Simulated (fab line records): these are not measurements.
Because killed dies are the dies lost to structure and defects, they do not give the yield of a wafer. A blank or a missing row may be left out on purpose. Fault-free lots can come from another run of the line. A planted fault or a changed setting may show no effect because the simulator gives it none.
fab line records | flow gf180mcu | part 2 of 2: steps 30 to 41 of 41
[record] lots = 5 wafers = 15 lastDay = 34
route steps=602 shown PSD@256 NSD@262 SAB@264 SALICIDE@278 CONTACT@287
lots that met no fault: taken from a fault-free run of the same line
startH: hours from the record's first day to the start of the lot's first wafer shown | waitH: hours elapsed since this lot's preceding step | " identical to the entry in the row above | L1.1+2: one row covering several wafers at once | - no value, or no start given | * or withheld: withheld | < > ~ a bound
route shown NAME@n: NAME is a module with steps in the file, n the number in the route of the first one | usual: average and standard deviation across the fault-free wafers | same: alike in all rows | chamber/n: place in a boat | sites: readings site by site | _std_site: the standard deviation of these | _edge_site: inner sites' mean taken away from outer sites' mean | radiusMm: how far each site lies from the wafer's centre | mask NAME#n: copy n | behind: tool/chamber where the wafer was last shaped | hold: reason for holding the lot/hours on hold/outcome of the hold | device: transistor that didn't switch, given as n, p or np | end of line: tests of these same wafers at the route's end | a step given without rows: its recipe and nothing more | killed: dies that structure and defects cost at the first sort, which is not the same as the wafer's yield | map: dies across one wafer; x = killed, . = not, _ = none there
set.NAME: the setting that was run; set.NAME@STEP: the one run at that earlier step | model.NAME: the simulator's own value behind a step, which no gauge read
lots seen at some steps along the route; tables by step, rows by wafer
services: a tool's chamber out of use, with start hour (startH, from the record's first day; less than 0 if before it), hours out, and reason
[[steps]]
[step GF_SALICIDE_WET_ETCH_07]
[recipe] chemistry = SPM targetDepthNm = 120 dry = n2Spin
// columns lot.wafer tool chamber startH waitH
L080.3+4+6 wetBench-04 3 398.67 0.1
L089.4+5+6 wetBench-03 0 469.00 0.0
L091.1+5+6 wetBench-04 3 488.96 0.1
L092.1+2+5 wetBench-03 0 496.15 0.1
L096.1+4+5 wetBench-01 0 526.56 0.1
[step GF_SALICIDE_RTA_08]
[recipe] tempC = 800 timeS = 30 ambient = N2
[usual] annealTempCMax = 804.8/1.3 lampPowerPct = 17.7/1.7 wafer_temp_C_max = 803.0/0.92
// columns lot.wafer tool chamber startH waitH annealTempCMax lampPowerPct wafer_temp_C_max
L080.3 rtpAnneal-01 0 398.82 0.1 806.6 16.2 801.9
L080.4 " 0 " " 805.9 16.2 802.8
L080.6 " 0 " " 806.6 16.2 802.1
L089.4 rtpAnneal-02 0 469.14 0.1 803.1 19.5 802.7
L089.5 " 0 " " 804.0 19.6 802.4
L089.6 " 0 " " 804.4 19.5 802.1
L091.1 rtpAnneal-01 0 489.05 0.0 805.2 16.2 802.6
L091.5 " 0 " " 805.6 16.2 803.0
L091.6 " 0 " " 806.1 16.2 801.6
L092.1 rtpAnneal-01 0 496.24 0.0 808.2 16.2 802.9
L092.2 " 0 " " 803.7 16.2 802.1
L092.5 " 0 " " 805.0 16.2 802.4
L096.1 rtpAnneal-01 0 526.65 0.0 806.7 16.2 803.0
L096.4 " 0 " " 806.7 16.2 803.5
L096.5 " 0 " " 805.1 16.2 802.1
[step GF_CONTACT_CVD_00]
[recipe] material = SiO2 targetThkNm = 300 sigmaOpenFrac = 0.3 tempC = 400 timeS = 50 sih4FlowSccm = 58.66 pressureMtorr = 6
[usual] sih4FlowSccm = 58.67/0.19
// columns lot.wafer tool chamber startH waitH sih4FlowSccm
L080.3 hdpcvd-02 0 398.96 0.1 58.68
L080.4 " 0 " " 58.73
L080.6 " 1 " " 58.54
L089.4 hdpcvd-01 2 469.22 0.1 58.83
L089.5 " 1 " " 58.94
L089.6 " 0 " " 58.86
L091.1 hdpcvd-02 1 489.15 0.1 58.89
L091.5 " 2 " " 58.61
L091.6 " 0 " " 58.68
L092.1 hdpcvd-01 2 496.34 0.1 58.86
L092.2 " 1 " " 58.74
L092.5 " 0 " " 58.60
L096.1 hdpcvd-02 1 526.75 0.1 58.52
L096.4 " 0 " " 58.48
L096.5 " 2 " " 58.82
[step GF_CONTACT_THK_MEAS_01]
[recipe] reads = SiO2_of_CONTACT_CVD_00
[usual] CONTACT_CVD_00_THK = 294.5/2.7
// columns lot.wafer tool chamber startH waitH CONTACT_CVD_00_THK[nm]
L080.3 filmMetro-02 - 399.02 0.0 296.8
L080.4 " - " " 292.6
L080.6 " - " " 298.0
L089.4 filmMetro-02 - 469.27 0.0 298.8
L089.5 " - " " 294.8
L089.6 " - " " 297.5
L091.1 filmMetro-04 - 489.19 0.0 295.3
L091.5 " - " " 295.8
L091.6 " - " " 297.4
L092.1 filmMetro-01 - 496.39 0.0 293.1
L092.2 " - " " 292.9
L092.5 " - " " 296.1
L096.1 filmMetro-02 - 526.80 0.0 293.9
L096.4 " - " " 293.9
L096.5 " - " " 293.0
[step GF_CONTACT_CVD_02]
[recipe] material = SiO2 targetThkNm = 860 precursor = TEOS tempC = 400 timeS = 95.992 rfW = 600
[usual] heaterPowerW = 680/88
// columns lot.wafer tool chamber startH waitH heaterPowerW
L080.3 pecvd-02 2 399.06 0.0 621
L080.4 " 0 " " 781
L080.6 " 1 " " 704
L089.4 pecvd-03 0 469.33 0.1 532
L089.5 " 1 " " 589
L089.6 " 2 " " 601
L091.1 pecvd-02 0 489.25 0.1 756
L091.5 " 1 " " 633
L091.6 " 2 " " 563
L092.1 pecvd-02 1 496.45 0.1 749
L092.2 " 2 " " 504
L092.5 " 0 " " 784
L096.1 pecvd-02 1 526.86 0.1 738
L096.4 " 1 " " 773
L096.5 " 1 " " 626
[step GF_CONTACT_THK_MEAS_03]
[recipe] reads = SiO2_of_CONTACT_CVD_02
[usual] CONTACT_CVD_02_THK = 861/11
// columns lot.wafer tool chamber startH waitH CONTACT_CVD_02_THK[nm]
L080.3 filmMetro-04 - 399.15 0.1 865
L080.4 " - " " 868
L080.6 " - " " 869
L089.4 filmMetro-01 - 469.40 0.0 858
L089.5 " - " " 863
L089.6 " - " " 871
L091.1 filmMetro-04 - 489.32 0.0 862
L091.5 " - " " 869
L091.6 " - " " 872
L092.1 filmMetro-04 - 496.52 0.0 850
L092.2 " - " " 856
L092.5 " - " " 880
L096.1 filmMetro-01 - 526.96 0.1 856
L096.4 " - " " 875
L096.5 " - " " 868
[step GF_CONTACT_CMP_04]
[recipe] material = SiO2 downForcePsi = 4 platenRpm = 60 padVelocityMS = 0.94248
[usual] edgeZonePressureFrac = 1.000/0.0048 motorCurrentA = 12.3/0.96 timeToEndpointS = 113/8
// columns lot.wafer tool chamber startH waitH edgeZonePressureFrac motorCurrentA timeToEndpointS
L080.4 cmp-01 3 399.29 0.1 1.005 13.6 125
L080.3 " 0 " " 0.998 11.7 129
L080.6 " 1 " " 1.005 12.8 129
L089.4 cmp-01 1 469.53 0.1 0.996 12.8 108
L089.6 " 3 " " 1.005 13.5 116
L089.5 " 0 " " 1.001 11.9 111
L091.1 cmp-01 1 489.53 0.2 0.998 12.4 107
L091.5 " 2 " " 1.008 11.8 113
L091.6 " 3 " " 1.003 13.9 116
L092.2 cmp-02 1 496.63 0.1 1.007 12.7 111
L092.1 " 2 " " 1.007 12.5 107
L092.5 " 1 " " 1.006 12.2 122
L096.4 cmp-01 2 527.07 0.1 1.001 11.8 113
L096.1 " 3 " " 1.008 14.6 108
L096.5 " 1 " " 0.990 12.9 113
[step GF_CONTACT_BOW_MEAS_05]
[recipe] mode = bow
[usual] CONTACT_BOW = 64/7.1
// columns lot.wafer tool chamber startH waitH CONTACT_BOW[um]
L080.3 filmMetro-02 - 399.53 0.1 52
L080.4 " - " " 57
L080.6 " - " " 58
L089.4 filmMetro-02 - 469.79 0.2 53
L089.5 " - " " 70
L089.6 " - " " 77
L091.1 filmMetro-04 - 489.68 0.1 64
L091.5 " - " " 59
L091.6 " - " " 64
L092.1 filmMetro-01 - 496.88 0.1 57
L092.2 " - " " 64
L092.5 " - " " 75
L096.1 filmMetro-04 - 527.32 0.1 66
L096.4 " - " " 66
L096.5 " - " " 67
[step GF_CONTACT_DEHYDRATE_06]
[recipe] tempC = 200 timeS = 60
// columns lot.wafer tool chamber startH waitH
L080.3+4+6 lithoTrack-04 0 410.62 11.1
L089.4+5+6 lithoTrack-03 0 481.20 11.4
L091.1+5+6 lithoTrack-01 0 500.84 11.1
L092.1+2+5 lithoTrack-01 0 507.99 11.1
L096.1+4+5 lithoTrack-04 0 538.22 10.9
[step GF_CONTACT_HMDS_07]
[recipe] primeTimeS = 60 primeTempC = 120
// columns lot.wafer tool chamber startH waitH
L080.3+4+6 lithoTrack-04 0 410.77 0.1
L089.4+5+6 lithoTrack-03 0 481.35 0.1
L091.1+5+6 lithoTrack-01 0 500.99 0.1
L092.1+2+5 lithoTrack-01 0 508.14 0.1
L096.1+4+5 lithoTrack-04 0 538.37 0.1
[step GF_CONTACT_COAT_08]
[recipe] resist = BARC tempC = withheld timeS = withheld spinRpm = withheld resistThkNm = withheld
// columns lot.wafer tool chamber startH waitH
L080.3+4+6 lithoTrack-04 0 410.92 0.1
L089.4+5+6 lithoTrack-03 0 481.50 0.1
L091.1+5+6 lithoTrack-01 0 501.14 0.1
L092.1+2+5 lithoTrack-01 0 508.29 0.1
L096.1+4+5 lithoTrack-04 0 538.52 0.1
[step GF_CONTACT_COAT_09]
[recipe] resist = KrF spinRpm = withheld resistThkNm = 1000
// columns lot.wafer tool chamber startH waitH
L080.3+4+6 lithoTrack-04 0 - -
L089.4+5+6 lithoTrack-03 0 - -
L091.1+5+6 lithoTrack-01 0 - -
L092.1+2+5 lithoTrack-01 0 - -
L096.1+4+5 lithoTrack-04 0 - -
[[services]]
// columns tool chamber startH hours kind
hdpcvd-01 - 362.17 2.8 repair
pecvd-04 1 362.88 4.0 repair
rieDiel-02 0 367.00 4.7 repair
cmp-01 - 367.74 4.7 pm
rieDiel-02 1 371.19 21.7 repair
pecvd-03 - 374.47 0.6 repair
cmp-01 - 377.24 4.3 repair
cmp-01 - 387.62 4.8 pm
pecvd-03 - 398.19 6.0 pm
hdpcvd-02 - 399.82 2.8 pm
cmp-01 - 404.00 4.0 pm
plasmaAsher-02 - 421.25 9.0 pm
rtpAnneal-02 - 430.98 3.8 pm
pvdSputter-01 - 443.08 1.8 repair
rieDiel-02 0 447.95 9.1 repair
hdpcvd-02 - 465.80 0.3 repair
pvdSputter-04 - 465.94 2.8 repair
rtpAnneal-01 - 476.60 4.4 pm
pecvd-03 - 501.25 1.7 repair
pecvd-02 - 511.90 2.6 repair
plasmaAsher-02 - 512.41 14.6 pm
cmp-01 - 516.79 1.0 repair
ilineStepper-02 - 522.86 1.7 pm
pecvd-02 2 526.67 10.6 repair
